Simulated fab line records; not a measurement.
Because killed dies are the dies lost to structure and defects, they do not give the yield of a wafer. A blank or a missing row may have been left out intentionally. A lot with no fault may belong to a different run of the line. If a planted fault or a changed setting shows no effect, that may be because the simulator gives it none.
Matching of chambers | flow sky130 | rie diel-01 running SKY_CONTACT_ETCH_16: 4 sister chambers
The step etches BARC in N2/H2, stops on SiO2, time 45.9 s, target depth 60 nm. 18 wafers are shown with their chamber, then 9 later ones without.

EACH WAFER AND ITS CHAMBER
wafer  | chamber | drypump motor current A (A) | chamber pressure mTorr (mTorr) | oes product au (a.u.)
L074.1 | 2       | 5.60                        | 30.023                         | 0.861
L074.3 | 1       | 6.17                        | 30.005                         | 0.858
L074.4 | 0       | 5.67                        | 29.979                         | 0.852
L075.1 | 2       | 5.60                        | 30.051                         | 0.852
L075.3 | 3       | 6.24                        | 30.009                         | 0.852
L075.4 | 1       | 6.17                        | 30.002                         | 0.857
L078.1 | 1       | 6.16                        | 30.040                         | 0.849
L078.4 | 3       | 6.23                        | 29.962                         | 0.855
L078.5 | 1       | 6.17                        | 30.027                         | 0.848
L080.4 | 0       | 5.68                        | 29.988                         | 0.851
L080.5 | 3       | 6.24                        | 29.964                         | 0.866
L080.6 | 0       | 5.65                        | 29.993                         | 0.857
L086.1 | 2       | 5.64                        | 30.001                         | 0.859
L086.3 | 3       | 6.23                        | 30.019                         | 0.847
L086.6 | 3       | 6.23                        | 29.993                         | 0.860
L089.1 | 0       | 5.66                        | 30.007                         | 0.847
L089.2 | 3       | 6.25                        | 29.993                         | 0.850
L089.6 | 2       | 5.58                        | 30.012                         | 0.854

SIGNATURES (averages over the wafers above)
reading                 | chamber 0 | chamber 1 | chamber 2 | chamber 3 | scatter within a chamber
drypump motor current A | 5.6650    | 6.1675    | 5.6050    | 6.2367    | 0.0142
chamber pressure mTorr  | 29.99175  | 30.01850  | 30.02175  | 29.99000  | 0.0198
oes product au          | 0.85175   | 0.85300   | 0.85650   | 0.85500   | 0.00554
Rule: for a wafer and a chamber, the distance is found by dividing, reading by reading, the gap between the wafer's reading and the chamber's mean by the reading's scatter, squaring, summing and taking the root. If the next closest chamber is less than 2 further off than the closest, the wafer can't be placed; otherwise it belongs to the closest. The scatter: the root of (the sum of the squares of (reading less its chamber's mean) over the shown wafers, divided by (wafers less chambers)).

WAFERS MISSING THEIR CHAMBER
wafer  | drypump motor current A (A) | chamber pressure mTorr (mTorr) | oes product au (a.u.)
L091.3 | 5.67                        | 30.031                         | 0.858
L091.4 | 5.54                        | 30.026                         | 0.853
L091.5 | 5.67                        | 29.990                         | 0.854
L092.2 | 5.69                        | 30.038                         | 0.855
L092.3 | 6.23                        | 29.973                         | 0.856
L092.5 | 6.23                        | 29.994                         | 0.844
L097.1 | 5.67                        | 29.976                         | 0.850
L097.4 | 6.22                        | 29.984                         | 0.857
L097.6 | 5.67                        | 30.004                         | 0.847

WHICH CHAMBER EACH WENT THROUGH
wafer  | from the rows above | in truth
L091.3 | 0                   | 0
L091.4 | 2                   | 2
L091.5 | 0                   | 0
L092.2 | 0                   | 0
L092.3 | 3                   | 3
L092.5 | 3                   | 3
L097.1 | 0                   | 0
L097.4 | 3                   | 3
L097.6 | 0                   | 0
Placed correctly: 9 of 9. Not placeable from these rows: 0. Number placed wrongly: 0.
